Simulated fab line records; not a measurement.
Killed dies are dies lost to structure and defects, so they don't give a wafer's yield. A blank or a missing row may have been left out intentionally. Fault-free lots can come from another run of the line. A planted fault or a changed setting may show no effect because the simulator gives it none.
fab line records | flow gf180mcu
record: lots: 5 wafers: 15 lastDay: 34
route steps=602 shown V5@562 TOP_METAL@567 PASSIVATION@587
lots that met no fault: taken from a fault-free run of the same line
startH: hours from the record's opening day to when the first of the lot's shown wafers began | waitH: hours since the lot's step before | " same as the row above | L1.1+2: a row that stands for several wafers | - no value, or no start given | * or withheld: withheld | < > ~ a bound
route shown NAME@n: names a module that has steps shown in the file, with the first one's number in the route | usual: average and standard deviation across the fault-free wafers | same: alike in all rows | chamber/n: place in a boat | sites: readings site by site | _std_site: standard deviation of those values | _edge_site: inner sites' mean taken away from outer sites' mean | radiusMm: for every site, how far away it sits from the centre of the wafer | mask NAME#n: copy n | behind: the most recent tool/chamber to have shaped the wafer | hold: the reason the lot was held/the length of the hold in hours/how it ended | device: which transistor (n, p or np) failed to switch | end of line: the route-end tests of the same wafers | a step without rows: its recipe alone | killed: at the first sort, the dies lost to defects and structure; wafer yield is something else | map: a wafer's dies, x killed, . not, _ none there
set.NAME: setting as actually run; set.NAME@STEP: the setting as run at that earlier step | model.NAME: the simulator's own value behind a step, which no gauge read
certain route steps with their lots: each step a table, each wafer a row
services: a tool's chamber out of use, with start hour (startH, from the record's first day; less than 0 if before it), hours out, and reason
== steps ==
step: GF_V5_SPUTTER_22
recipe: material: TiN targetThkNm: 10 chamberPressurePa: 5 powerW: 4000 timeS: 40
usual: chamberPressurePa: 4.999/0.0094 throttleValvePct: 29.7/0.94
columns lot.wafer tool chamber startH waitH chamberPressurePa throttleValvePct
L078.1 pvdSputter-02 - 655.47 0.0 5.011 29.0
L078.2 " - " " 5.000 30.0
L078.5 " - " " 5.004 29.5
L081.1 pvdSputter-02 - 682.52 0.0 4.985 29.0
L081.3 " - " " 5.007 28.0
L081.4 " - " " 4.998 29.5
L091.1 pvdSputter-01 - 758.37 0.0 4.994 28.5
L091.3 " - " " 4.986 28.8
L091.5 " - " " 5.009 28.6
L092.1 pvdSputter-03 - 763.26 0.0 5.007 30.5
L092.3 " - " " 4.995 30.3
L092.5 " - " " 4.978 30.3
L097.2 pvdSputter-03 - 784.62 0.0 4.996 30.3
L097.4 " - " " 5.005 30.1
L097.6 " - " " 4.980 30.2
step: GF_V5_CVD_23
recipe: material: W targetThkNm: 350 timeS: 104.9 tempC: 400 pressureTorr: 40
usual: heaterPowerW: 823/65 susceptorTempC: 399.99/0.25
columns lot.wafer tool chamber startH waitH heaterPowerW susceptorTempC
L078.1 cvdW-01 1 655.51 0.0 791 399.72
L078.2 " 0 " " 891 399.95
L078.5 " 0 " " 929 399.66
L081.1 cvdW-01 1 682.56 0.0 809 399.69
L081.3 " 0 " " 902 400.30
L081.4 " 1 " " 789 399.50
L091.1 cvdW-02 0 758.41 0.0 765 399.68
L091.3 " 0 " " 784 400.24
L091.5 " 1 " " 775 400.08
L092.1 cvdW-01 1 763.30 0.0 813 399.75
L092.3 " 1 " " 810 399.92
L092.5 " 1 " " 804 400.18
L097.2 cvdW-01 0 784.66 0.0 938 399.86
L097.4 " 1 " " 784 400.16
L097.6 " 1 " " 803 399.82
step: GF_V5_RS_MEAS_24
recipe: thkMeasGauge: four-point-probe reads: W_of_V5_CVD_23+TiN_of_V5_SPUTTER_22+Ti_of_V5_SPUTTER_21
usual: V5_W_RS: 0.328/0.0032
columns lot.wafer tool chamber startH waitH V5_W_RS[ohm/sq]
L078.1 filmMetro-02 - 655.63 0.1 0.329
L078.2 " - " " 0.325
L078.5 " - " " 0.327
L081.1 filmMetro-02 - 682.67 0.1 0.332
L081.3 " - " " 0.325
L081.4 " - " " 0.327
L091.1 filmMetro-04 - 758.53 0.1 0.326
L091.3 " - " " 0.327
L091.5 " - " " 0.324
L092.1 filmMetro-03 - 763.42 0.1 0.331
L092.3 " - " " 0.330
L092.5 " - " " 0.330
L097.2 filmMetro-02 - 784.79 0.1 0.325
L097.4 " - " " 0.333
L097.6 " - " " 0.332
step: GF_V5_THK_MEAS_25
recipe: thkMeasGauge: xrf reads: W_of_V5_CVD_23
usual: V5_W_THK: 354/4.2
columns lot.wafer tool chamber startH waitH V5_W_THK[nm]
L078.1 filmMetro-02 - 655.75 0.1 347
L078.2 " - " " 354
L078.5 " - " " 352
L081.1 filmMetro-02 - 682.79 0.1 348
L081.3 " - " " 355
L081.4 " - " " 354
L091.1 filmMetro-04 - 758.65 0.1 354
L091.3 " - " " 355
L091.5 " - " " 356
L092.1 filmMetro-03 - 763.54 0.1 356
L092.3 " - " " 359
L092.5 " - " " 354
L097.2 filmMetro-02 - 784.90 0.1 355
L097.4 " - " " 344
L097.6 " - " " 345
step: GF_V5_CMP_26
recipe: stopOn: SiO2 downForcePsi: 3.5 platenRpm: 60 tOverpolishS: 15 targetThkNm: 0 padVelocityMS: 0.94248
usual: motorCurrentA: 11.0/0.74 overpolishRunS: 15.002/0.0094 retainingRingPressureFrac: 1.000/0.0046 timeToEndpointS: 83/3.6
columns lot.wafer tool chamber startH waitH motorCurrentA overpolishRunS retainingRingPressureFrac timeToEndpointS
L078.2 cmp-01 3 655.81 0.0 11.0 14.998 1.008 79
L078.1 " 2 " " 10.8 14.998 0.999 75
L078.5 " 3 " " 10.8 14.990 1.007 82
L081.3 cmp-02 3 682.85 0.0 12.2 14.995 1.000 82
L081.1 " 0 " " 11.7 15.000 1.006 83
L081.4 " 1 " " 9.4 14.990 1.002 80
L091.1 cmp-01 0 758.87 0.2 10.9 14.990 0.999 88
L091.3 " 1 " " 10.9 15.015 0.998 78
L091.5 " 1 " " 11.4 14.997 1.001 83
L092.3 cmp-02 3 763.70 0.1 11.3 14.998 1.002 78
L092.1 " 0 " " 11.7 14.991 1.002 81
L092.5 " 2 " " 11.2 14.998 1.004 84
L097.4 cmp-02 0 784.95 0.0 11.8 14.981 1.005 81
L097.2 " 3 " " 12.6 15.003 1.003 84
L097.6 " 0 " " 12.2 15.014 1.002 84
step: GF_TOP_METAL_SPUTTER_00
recipe: material: Ti targetThkNm: 37.5 arrivingIonEnergyEv: 80 substrateTempC: 200 chamberPressurePa: 2 powerW: 4000 timeS: 150
usual: chamberPressurePa: 1.999/0.0042 throttleValvePct: 29.3/0.96
columns lot.wafer tool chamber startH waitH chamberPressurePa throttleValvePct
L078.1 pvdSputter-04 - 656.11 0.1 2.012 28.3
L078.2 " - " " 2.000 31.2
L078.5 " - " " 1.994 28.4
L081.1 pvdSputter-03 - 683.15 0.2 1.997 29.9
L081.3 " - " " 1.999 30.2
L081.4 " - " " 2.001 30.0
L091.1 pvdSputter-02 - 759.17 0.2 1.997 29.5
L091.3 " - " " 1.998 27.9
L091.5 " - " " 2.000 29.8
L092.1 pvdSputter-03 - 763.95 0.1 2.001 29.9
L092.3 " - " " 2.000 30.2
L092.5 " - " " 2.000 30.5
L097.2 pvdSputter-02 - 785.25 0.1 2.000 27.6
L097.4 " - " " 1.994 30.0
L097.6 " - " " 1.997 29.4
step: GF_TOP_METAL_SPUTTER_01
recipe: material: TiN targetThkNm: 30 powerW: 6500 timeS: 25 chamberPressurePa: 0.4
usual: chamberPressurePa: 0.3998/0.00078 throttleValvePct: 29.3/0.99
columns lot.wafer tool chamber startH waitH chamberPressurePa throttleValvePct
L078.1 pvdSputter-04 - 656.21 0.1 0.4002 28.4
L078.2 " - " " 0.3997 31.0
L078.5 " - " " 0.4002 28.2
L081.1 pvdSputter-03 - 683.25 0.1 0.3989 30.3
L081.3 " - " " 0.4001 30.4
L081.4 " - " " 0.4012 30.4
L091.1 pvdSputter-02 - 759.27 0.1 0.3998 29.5
L091.3 " - " " 0.4004 27.8
L091.5 " - " " 0.4000 29.8
L092.1 pvdSputter-03 - 764.05 0.1 0.3997 30.1
L092.3 " - " " 0.4012 30.2
L092.5 " - " " 0.4005 30.3
L097.2 pvdSputter-02 - 785.35 0.1 0.4001 27.9
L097.4 " - " " 0.3995 29.9
L097.6 " - " " 0.3996 29.6
step: GF_TOP_METAL_SPUTTER_02
recipe: material: AlCu targetThkNm: 900 powerW: 10600 chamberPressurePa: 0.3 substrateTempC: 250 gas: Ar timeS: 47.82
usual: chamberPressurePa: 0.3000/0.00057 throttleValvePct: 29.3/0.96
columns lot.wafer tool chamber startH waitH chamberPressurePa throttleValvePct
L078.1 pvdSputter-04 - 656.24 0.0 0.2992 28.3
L078.2 " - " " 0.2998 31.3
L078.5 " - " " 0.2999 28.3
L081.1 pvdSputter-03 - 683.28 0.0 0.2997 30.2
L081.3 " - " " 0.2998 30.0
L081.4 " - " " 0.2997 30.1
L091.1 pvdSputter-02 - 759.30 0.0 0.3008 29.3
L091.3 " - " " 0.3007 27.8
L091.5 " - " " 0.3000 30.1
L092.1 pvdSputter-03 - 764.08 0.0 0.2990 30.1
L092.3 " - " " 0.2995 30.0
L092.5 " - " " 0.3006 30.2
L097.2 pvdSputter-02 - 785.39 0.0 0.3009 27.8
L097.4 " - " " 0.2995 30.1
L097.6 " - " " 0.2986 29.7
step: GF_TOP_METAL_SPUTTER_03
recipe: material: Ti targetThkNm: 5 substrateTempC: 300 chamberPressurePa: 0.3 powerW: 3000 timeS: 3.3
usual: chamberPressurePa: 0.2999/0.00062 throttleValvePct: 29.3/0.94
columns lot.wafer tool chamber startH waitH chamberPressurePa throttleValvePct
L078.1 pvdSputter-04 - 656.28 0.0 0.2994 28.7
L078.2 " - " " 0.3002 31.0
L078.5 " - " " 0.3000 28.5
L081.1 pvdSputter-03 - 683.32 0.0 0.2998 30.3
L081.3 " - " " 0.3002 30.0
L081.4 " - " " 0.3002 29.9
L091.1 pvdSputter-02 - 759.34 0.0 0.3002 29.3
L091.3 " - " " 0.3003 28.2
L091.5 " - " " 0.3006 30.2
L092.1 pvdSputter-03 - 764.12 0.0 0.3005 29.9
L092.3 " - " " 0.2997 30.1
L092.5 " - " " 0.2992 30.1
L097.2 pvdSputter-02 - 785.43 0.0 0.2992 27.9
L097.4 " - " " 0.2985 30.1
L097.6 " - " " 0.2998 29.6
step: GF_TOP_METAL_SPUTTER_04
recipe: material: TiN targetThkNm: 25 powerW: 6500 timeS: 20.8 chamberPressurePa: 0.4
usual: chamberPressurePa: 0.4000/0.0008 throttleValvePct: 29.3/0.98
columns lot.wafer tool chamber startH waitH chamberPressurePa throttleValvePct
L078.1 pvdSputter-04 - 656.30 0.0 0.4005 28.4
L078.2 " - " " 0.4005 31.2
L078.5 " - " " 0.4006 28.6
L081.1 pvdSputter-03 - 683.34 0.0 0.3995 30.1
L081.3 " - " " 0.3998 30.2
L081.4 " - " " 0.4020 30.4
L091.1 pvdSputter-02 - 759.36 0.0 0.4013 29.4
L091.3 " - " " 0.4008 27.7
L091.5 " - " " 0.3993 29.9
L092.1 pvdSputter-03 - 764.14 0.0 0.3984 30.1
L092.3 " - " " 0.3990 29.9
L092.5 " - " " 0.3994 30.4
L097.2 pvdSputter-02 - 785.45 0.0 0.4004 27.8
L097.4 " - " " 0.4008 30.0
L097.6 " - " " 0.3986 29.6
step: GF_TOP_METAL_RS_MEAS_05
recipe: thkMeasGauge: four-point-probe reads: TiN_of_TOP_METAL_SPUTTER_04+Ti_of_TOP_METAL_SPUTTER_03+AlCu_of_TOP_METAL_SPUTTER_02+TiN_of_TOP_METAL_SPUTTER_01+Ti_of_TOP_METAL_SPUTTER_00
usual: TOP_METAL_ALCU_RS: 0.0327/0.00035
columns lot.wafer tool chamber startH waitH TOP_METAL_ALCU_RS[ohm/sq]
L078.1 filmMetro-03 - 656.33 0.0 0.0325
L078.2 " - " " 0.0331
L078.5 " - " " 0.0330
L081.1 filmMetro-03 - 683.37 0.0 0.0335
L081.3 " - " " 0.0334
L081.4 " - " " 0.0331
L091.1 filmMetro-03 - 759.39 0.0 0.0326
L091.3 " - " " 0.0331
L091.5 " - " " 0.0324
L092.1 filmMetro-02 - 764.17 0.0 0.0330
L092.3 " - " " 0.0328
L092.5 " - " " 0.0328
L097.2 filmMetro-03 - 785.50 0.0 0.0332
L097.4 " - " " 0.0331
L097.6 " - " " 0.0328
step: GF_TOP_METAL_THK_MEAS_06
recipe: thkMeasGauge: xrf reads: AlCu_of_TOP_METAL_SPUTTER_02
usual: TOP_METAL_ALCU_THK: 898/12
columns lot.wafer tool chamber startH waitH TOP_METAL_ALCU_THK[nm]
L078.1 filmMetro-03 - 656.45 0.1 895
L078.2 " - " " 885
L078.5 " - " " 881
L081.1 filmMetro-03 - 683.49 0.1 864
L081.3 " - " " 867
L081.4 " - " " 877
L091.1 filmMetro-03 - 759.51 0.1 896
L091.3 " - " " 883
L091.5 " - " " 895
L092.1 filmMetro-02 - 764.29 0.1 886
L092.3 " - " " 893
L092.5 " - " " 890
L097.2 filmMetro-03 - 785.61 0.1 880
L097.4 " - " " 884
L097.6 " - " " 895
step: GF_TOP_METAL_DEHYDRATE_07
recipe: tempC: 200 timeS: 60
usual: chillPlateTempC: 23.02/0.11 exhaustPa: 45.2/0.91
columns lot.wafer tool chamber startH waitH chillPlateTempC exhaustPa
L078.1 lithoTrack-01 0 665.56 9.1 23.26 45.6
L078.2 " 0 " " 23.14 45.6
L078.5 " 0 " " 23.20 44.7
L081.1 lithoTrack-02 0 691.96 8.5 23.15 45.0
L081.3 " 0 " " 23.12 46.0
L081.4 " 0 " " 22.86 45.1
L091.1 lithoTrack-04 0 766.94 7.4 22.90 43.9
L091.3 " 0 " " 22.94 43.9
L091.5 " 0 " " 22.89 44.3
L092.1 lithoTrack-02 0 771.41 7.1 22.89 45.8
L092.3 " 0 " " 22.99 44.8
L092.5 " 0 " " 23.11 45.5
L097.2 lithoTrack-01 0 793.39 7.8 23.14 46.0
L097.4 " 0 " " 23.02 46.4
L097.6 " 0 " " 23.20 45.9
step: GF_TOP_METAL_HMDS_08
recipe: primeTimeS: 60 primeTempC: 120
usual: chillPlateTempC: 23.00/0.1 exhaustPa: 45.0/0.81
columns lot.wafer tool chamber startH waitH chillPlateTempC exhaustPa
L078.1 lithoTrack-01 0 665.71 0.1 23.06 43.7
L078.2 " 0 " " 22.92 44.6
L078.5 " 0 " " 22.91 44.5
L081.1 lithoTrack-02 0 692.11 0.1 23.08 44.3
L081.3 " 0 " " 23.07 43.5
L081.4 " 0 " " 23.08 44.2
L091.1 lithoTrack-04 0 767.09 0.1 22.98 44.5
L091.3 " 0 " " 23.04 45.2
L091.5 " 0 " " 23.01 45.5
L092.1 lithoTrack-02 0 771.56 0.1 22.94 45.5
L092.3 " 0 " " 22.98 44.8
L092.5 " 0 " " 23.00 45.4
L097.2 lithoTrack-01 0 793.54 0.1 23.00 44.1
L097.4 " 0 " " 23.09 45.2
L097.6 " 0 " " 23.11 44.8
step: GF_TOP_METAL_COAT_09
recipe: resist: NOVOLAK spinRpm: 3000 resistThkNm: 1500
usual: chillPlateTempC: 23.01/0.11 exhaustPa: 45.0/0.96
columns lot.wafer tool chamber startH waitH chillPlateTempC exhaustPa
L078.1 lithoTrack-01 0 665.86 0.1 23.07 45.4
L078.2 " 0 " " 23.15 44.6
L078.5 " 0 " " 23.13 45.1
L081.1 lithoTrack-02 0 692.26 0.1 23.11 43.2
L081.3 " 0 " " 23.10 44.5
L081.4 " 0 " " 23.04 44.5
L091.1 lithoTrack-04 0 767.24 0.1 23.10 43.3
L091.3 " 0 " " 23.00 43.7
L091.5 " 0 " " 22.87 46.1
L092.1 lithoTrack-02 0 771.71 0.1 22.85 45.4
L092.3 " 0 " " 23.10 44.4
L092.5 " 0 " " 23.03 44.7
L097.2 lithoTrack-01 0 793.69 0.1 23.09 45.4
L097.4 " 0 " " 23.15 45.6
L097.6 " 0 " " 23.11 45.9
step: GF_TOP_METAL_SOFTBAKE_10
recipe: tempC: 90 timeS: 60 resist: NOVOLAK
usual: chillPlateTempC: 22.99/0.1 exhaustPa: 44.9/0.89
columns lot.wafer tool chamber startH waitH chillPlateTempC exhaustPa
L078.1 lithoTrack-01 0 666.01 0.1 23.01 44.3
L078.2 " 0 " " 22.95 44.5
L078.5 " 0 " " 22.99 44.7
L081.1 lithoTrack-02 0 692.41 0.1 22.92 44.9
L081.3 " 0 " " 22.99 45.1
L081.4 " 0 " " 22.95 44.9
L091.1 lithoTrack-04 0 767.39 0.1 22.92 46.0
L091.3 " 0 " " 22.98 46.4
L091.5 " 0 " " 23.15 46.9
L092.1 lithoTrack-02 0 771.86 0.1 23.02 44.6
L092.3 " 0 " " 22.81 42.8
L092.5 " 0 " " 23.05 43.8
L097.2 lithoTrack-01 0 793.84 0.1 23.06 45.6
L097.4 " 0 " " 23.14 44.8
L097.6 " 0 " " 22.94 45.5
step: GF_TOP_METAL_EXPOSE_11
recipe: maskId: MetalTop targetCdNm: 440 na: 0.6 sourceShape: conventional sigmaOuter: 0.6 doseMj: 170
usual: stageVelMmS: 500.02/0.23
columns lot.wafer tool chamber startH waitH mask stageVelMmS
L078.1 ilineStepper-02 0 - - MetalTop#0 499.89
L078.2 " 0 " " MetalTop#0 499.86
L078.5 " 0 " " MetalTop#0 500.17
L081.1 ilineStepper-02 0 - - MetalTop#0 499.99
L081.3 " 0 " " MetalTop#0 499.80
L081.4 " 0 " " MetalTop#0 499.99
L091.1 ilineStepper-01 0 - - MetalTop#0 499.62
L091.3 " 0 " " MetalTop#0 499.81
L091.5 " 0 " " MetalTop#0 499.92
L092.1 ilineStepper-02 0 - - MetalTop#0 500.10
L092.3 " 0 " " MetalTop#0 500.10
L092.5 " 0 " " MetalTop#0 499.83
L097.2 ilineStepper-02 0 - - MetalTop#0 499.98
L097.4 " 0 " " MetalTop#0 500.25
L097.6 " 0 " " MetalTop#0 500.30
step: GF_TOP_METAL_PEB_12
recipe: tempC: withheld timeS: * resist: NOVOLAK
usual: chillPlateTempC: * exhaustPa: 45.1/0.83
columns lot.wafer tool chamber startH waitH chillPlateTempC exhaustPa
L078.1 lithoTrack-04 0 - - * 46.1
L078.2 " 0 " " * 45.0
L078.5 " 0 " " * 45.3
L081.1 lithoTrack-01 0 - - * 44.9
L081.3 " 0 " " * 46.5
L081.4 " 0 " " * 44.8
L091.1 lithoTrack-02 0 - - * 45.6
L091.3 " 0 " " * 45.9
L091.5 " 0 " " * 45.2
L092.1 lithoTrack-01 0 - - * 45.2
L092.3 " 0 " " * 45.4
L092.5 " 0 " " * 46.9
L097.2 lithoTrack-04 0 - - * 44.9
L097.4 " 0 " " * 44.3
L097.6 " 0 " " * 44.7
step: GF_TOP_METAL_DEVELOP_13
recipe: developTimeS: 60 devTempC: 23
usual: chillPlateTempC: 23.01/0.12 exhaustPa: 44.8/0.84
same: developTimeS: 60
columns lot.wafer tool chamber startH waitH chillPlateTempC exhaustPa
L078.1 lithoTrack-04 0 674.89 0.1 22.97 43.3
L078.2 " 0 " " 23.03 43.3
L078.5 " 0 " " 23.00 44.4
L081.1 lithoTrack-01 0 701.21 0.1 23.00 44.9
L081.3 " 0 " " 22.94 45.7
L081.4 " 0 " " 22.99 44.8
L091.1 lithoTrack-02 0 775.46 0.1 22.90 44.4
L091.3 " 0 " " 22.82 43.8
L091.5 " 0 " " 22.89 44.8
L092.1 lithoTrack-01 0 779.16 0.1 22.94 44.8
L092.3 " 0 " " 22.78 44.3
L092.5 " 0 " " 22.91 43.3
L097.2 lithoTrack-04 0 800.41 0.1 23.08 43.6
L097.4 " 0 " " 23.20 44.4
L097.6 " 0 " " 23.21 43.4
step: GF_TOP_METAL_CD_MEAS_14
recipe: targetCdNm: 440
usual: cdNm: 439.7/2.3
columns lot.wafer tool chamber startH waitH cdNm
L078.1 cdSem-01 - 675.04 0.1 439.8
L078.2 " - " " 440.5
L078.5 " - " " 442.7
L081.1 cdSem-02 - 701.36 0.1 435.9
L081.3 " - " " 438.3
L081.4 " - " " 436.0
L091.1 cdSem-02 - 775.61 0.1 437.3
L091.3 " - " " 440.7
L091.5 " - " " 439.5
L092.1 cdSem-01 - 779.31 0.1 441.2
L092.3 " - " " 441.8
L092.5 " - " " 442.0
L097.2 cdSem-01 - 800.56 0.1 435.2
L097.4 " - " " 436.3
L097.6 " - " " 437.1
step: GF_TOP_METAL_OVL_MEAS_15
usual: TOP_METAL_OVL: -0.1/1.4
columns lot.wafer tool chamber startH waitH TOP_METAL_OVL[nm]
L078.1 overlay-01 - 675.16 0.1 0.4
L078.2 " - " " 0.4
L078.5 " - " " 0.1
L081.1 overlay-02 - 701.48 0.1 0.2
L081.3 " - " " 0.2
L081.4 " - " " 1.0
L091.1 overlay-02 - 775.73 0.1 -0.8
L091.3 " - " " -2.6
L091.5 " - " " -2.3
L092.1 overlay-01 - 779.43 0.1 1.8
L092.3 " - " " -1.0
L092.5 " - " " 3.7
L097.2 overlay-01 - 800.66 0.1 1.6
L097.4 " - " " 1.5
L097.6 " - " " 1.1
step: GF_TOP_METAL_METAL_ETCH_16
recipe: chemistry: Cl2/BCl3 maskMaterial: NOVOLAK targetDepthNm: 1197 stopOn: SiO2 pressureMtorr: 8 icpW: 800 biasW: 140 Cl2_flow_sccm: 80 bcl3FlowSccm: 40 timeS: 199.5
usual: biasW: 140.0/0.43 drypumpMotorCurrentA: 6.0/0.43 oesProductAu: 0.993/0.0059 rfFwdPowerW: 796.5/2.5 throttleValvePct: 28.227/0.0098
columns lot.wafer tool chamber startH waitH biasW drypumpMotorCurrentA oesProductAu rfFwdPowerW rfHoursCounterH throttleValvePct
L078.1 rieMetal-04 1 675.20 0.0 140.6 6.3 0.994 800.3 4 28.227
L078.2 " 0 " " 139.9 6.6 0.996 793.4 12 28.218
L078.5 " 0 " " 140.6 6.6 0.999 794.2 - 28.225
L081.1 rieMetal-04 1 701.52 0.0 140.2 6.3 0.994 797.9 5 28.225
L081.3 " 1 " " 139.8 6.3 0.994 793.9 - 28.231
L081.4 " 0 " " 139.8 6.6 0.994 793.1 - 28.231
L091.1 rieMetal-04 1 775.77 0.0 140.1 6.3 0.997 793.6 9 28.236
L091.3 " 0 " " 140.4 6.6 0.997 795.4 - 28.218
L091.5 " 1 " " 139.8 6.3 0.992 796.2 - 28.237
L092.1 rieMetal-03 0 779.47 0.0 140.2 5.7 0.991 795.1 16 28.227
L092.3 " 1 " " 139.4 6.1 0.983 798.1 - 28.244
L092.5 " 0 " " 139.7 5.6 0.988 797.4 - 28.219
L097.2 rieMetal-01 1 800.76 0.1 140.7 5.4 0.986 796.4 - 28.222
L097.4 " 1 " " 140.0 5.4 0.986 795.3 - 28.238
L097.6 " 1 " " 140.2 5.4 0.987 794.2 - 28.232
step: GF_TOP_METAL_STRIP_17
recipe: chemistry: O2/N2 powerW: 1400 pressureMtorr: 1500 platenTempC: 250 o2FlowSccm: 3000 n2FlowSccm: 300 overashFraction: 0.5
usual: drypumpMotorCurrentA: 5.83/0.26 heaterPowerW: 348/36 oesProductAu: 0.710/0.0046 platenTempC: 250.00/0.16 stripTimeToEndpointS: 12.86/0.076
columns lot.wafer tool chamber startH waitH drypumpMotorCurrentA heaterPowerW oesProductAu platenTempC rfHoursCounterH stripTimeToEndpointS
L078.1 plasmaAsher-02 1 675.39 0.1 6.11 314 0.712 250.02 60 12.83
L078.2 " 0 " " 5.94 309 0.706 249.94 60 12.80
L078.5 " 0 " " 5.94 323 0.710 249.95 - 12.82
L081.1 plasmaAsher-01 0 701.71 0.1 5.87 409 0.709 249.98 27 12.80
L081.3 " 1 " " 5.53 379 0.707 249.85 - 12.81
L081.4 " 0 " " 5.88 412 0.713 249.95 - 12.74
L091.1 plasmaAsher-01 1 775.96 0.1 5.55 371 0.707 250.00 36 12.81
L091.3 " 1 " " 5.55 369 0.708 249.96 - 12.84
L091.5 " 1 " " 5.55 374 0.707 249.94 - 12.81
L092.1 plasmaAsher-02 1 779.66 0.1 6.09 306 0.715 249.77 71 12.87
L092.3 " 1 " " 6.12 307 0.718 249.70 - 13.01
L092.5 " 0 " " 5.93 312 0.714 249.76 - 12.83
L097.2 plasmaAsher-02 1 801.08 0.3 6.13 312 0.713 249.95 73 12.99
L097.4 " 0 " " 5.91 316 0.712 250.17 - 12.96
L097.6 " 0 " " 5.92 309 0.707 250.00 - 12.96
step: GF_TOP_METAL_STRIP_18
recipe: chemistry: postEtchResidueRemover timeS: 1200 tempC: 72.5
usual: bathGuardTempC: 72.6/0.5
columns lot.wafer tool chamber startH waitH bathGuardTempC
L078.1 wetBench-01 1 675.49 0.1 72.6
L078.2 " 1 " " 72.7
L078.5 " 1 " " 72.4
L081.1 wetBench-01 3 701.81 0.1 73.1
L081.3 " 3 " " 73.4
L081.4 " 3 " " 73.0
L091.1 wetBench-03 2 776.06 0.1 72.6
L091.3 " 2 " " 72.5
L091.5 " 2 " " 72.7
L092.1 wetBench-04 2 779.76 0.1 72.6
L092.3 " 2 " " 72.3
L092.5 " 2 " " 72.8
L097.2 wetBench-04 2 801.18 0.1 72.4
L097.4 " 2 " " 72.6
L097.6 " 2 " " 72.6
step: GF_TOP_METAL_CLEAN_19
recipe: chemistry: DIW dry: n2Spin
columns lot.wafer tool chamber startH waitH
L078.1+2+5 wetBench-04 2 675.86 0.0
L081.1+3+4 wetBench-04 0 702.15 0.0
L091.1+3+5 wetBench-01 2 776.40 0.0
L092.1+3+5 wetBench-03 1 780.16 0.1
L097.2+4+6 wetBench-04 2 801.52 0.0
step: GF_PASSIVATION_CVD_00
recipe: material: SiO2 targetThkNm: 1000 precursor: TEOS tempC: 400 timeS: 111.95 rfW: 600
usual: heaterPowerW: 652/100 rfFwdPowerW: 596.6/2.3 susceptorTempC: 400.03/0.21
columns lot.wafer tool chamber startH waitH heaterPowerW rfFwdPowerW susceptorTempC
L078.1 pecvd-04 2 675.95 0.0 744 592.2 400.15
L078.2 " 0 " " 461 597.6 400.10
L078.5 " 0 " " 490 596.5 399.92
L081.1 pecvd-02 0 702.25 0.0 738 597.5 400.30
L081.3 " 1 " " 488 596.8 400.38
L081.4 " 1 " " 546 596.6 399.81
L091.1 pecvd-04 1 776.50 0.0 680 596.8 399.91
L091.3 " 0 " " 481 601.1 400.19
L091.5 " 1 " " 733 599.7 399.92
L092.1 pecvd-04 1 780.25 0.0 639 595.5 400.40
L092.3 " 0 " " 489 601.6 400.08
L092.5 " 0 " " 385 599.2 400.21
L097.2 pecvd-04 1 801.61 0.0 685 599.0 400.08
L097.4 " 2 " " 655 588.9 400.01
L097.6 " 0 " " 504 597.0 400.21
step: GF_PASSIVATION_THK_MEAS_01
recipe: reads: SiO2_of_PASSIVATION_CVD_00
usual: PASSIVATION_CVD_00_THK: 1001/14
columns lot.wafer tool chamber startH waitH PASSIVATION_CVD_00_THK[nm]
L078.1 filmMetro-04 - 676.03 0.0 984
L078.2 " - " " 993
L078.5 " - " " 1007
L081.1 filmMetro-03 - 702.33 0.0 991
L081.3 " - " " 987
L081.4 " - " " 995
L091.1 filmMetro-01 - 776.58 0.0 990
L091.3 " - " " 1003
L091.5 " - " " 998
L092.1 filmMetro-01 - 780.33 0.0 989
L092.3 " - " " 995
L092.5 " - " " 1004
L097.2 filmMetro-03 - 801.70 0.0 986
L097.4 " - " " 1004
L097.6 " - " " 1005
step: GF_PASSIVATION_CVD_02
recipe: material: Si3N4 targetThkNm: 700 timeS: 486.18 tempC: 400 rfW: 450
usual: heaterPowerW: 690/110 rfFwdPowerW: 449.6/1.3 susceptorTempC: 400.02/0.22
columns lot.wafer tool chamber startH waitH heaterPowerW rfFwdPowerW susceptorTempC
L078.1 pecvd-03 2 676.09 0.1 765 449.3 400.10
L078.2 " 1 " " 738 450.2 399.73
L078.5 " 2 " " 647 447.9 399.84
L081.1 pecvd-04 1 702.39 0.1 716 450.8 400.38
L081.3 " 0 " " 541 449.7 400.58
L081.4 " 1 " " 762 452.6 400.01
L091.1 pecvd-03 1 776.64 0.1 754 447.9 400.27
L091.3 " 2 " " 777 449.5 399.70
L091.5 " 1 " " 610 448.4 399.61
L092.1 pecvd-02 1 780.39 0.1 549 447.6 400.04
L092.3 " 0 " " 675 449.3 399.83
L092.5 " 2 " " 804 449.7 399.83
L097.2 pecvd-02 1 801.75 0.0 610 449.9 400.01
L097.4 " 2 " " 652 451.9 400.00
L097.6 " 1 " " 637 449.5 400.22
step: GF_PASSIVATION_THK_MEAS_03
recipe: reads: Si3N4_of_PASSIVATION_CVD_02
usual: PASSIVATION_CVD_02_THK: 698/10
columns lot.wafer tool chamber startH waitH PASSIVATION_CVD_02_THK[nm]
L078.1 filmMetro-01 - 676.38 0.1 688
L078.2 " - " " 699
L078.5 " - " " 699
L081.1 filmMetro-01 - 702.82 0.3 686
L081.3 " - " " 701
L081.4 " - " " 690
L091.1 filmMetro-01 - 776.93 0.1 683
L091.3 " - " " 695
L091.5 " - " " 699
L092.1 filmMetro-03 - 780.74 0.2 699
L092.3 " - " " 694
L092.5 " - " " 717
L097.2 filmMetro-04 - 802.05 0.2 708
L097.4 " - " " 724
L097.6 " - " " 724
== services ==
columns tool chamber startH hours kind
pecvd-03 - 641.10 5.5 pm
wetBench-01 - 641.55 3.3 repair
cmp-02 - 641.93 0.5 repair
pecvd-03 0 649.48 4.6 repair
pecvd-03 1 650.11 10.9 repair
cmp-02 - 654.31 5.0 repair
pvdSputter-02 - 666.11 0.9 repair
plasmaAsher-01 - 672.65 7.4 repair
pecvd-04 2 677.86 27.1 repair
ilineStepper-02 - 687.64 1.0 repair
pvdSputter-02 - 697.17 0.5 repair
pecvd-02 - 715.86 2.8 pm
pecvd-04 - 717.61 0.6 repair
pvdSputter-03 - 723.26 16.2 repair
pvdSputter-02 - 744.08 6.6 repair
cmp-02 - 744.21 4.0 pm
rieMetal-04 0 746.68 3.7 repair
plasmaAsher-02 - 749.46 8.3 repair
rieMetal-04 - 753.24 1.2 repair
cmp-02 - 754.44 8.8 pm
pvdSputter-04 - 763.91 2.6 repair
cmp-02 - 773.03 2.2 repair
cvdW-01 - 774.33 2.1 repair
pvdSputter-04 - 783.17 0.6 repair
== key ==
fault none
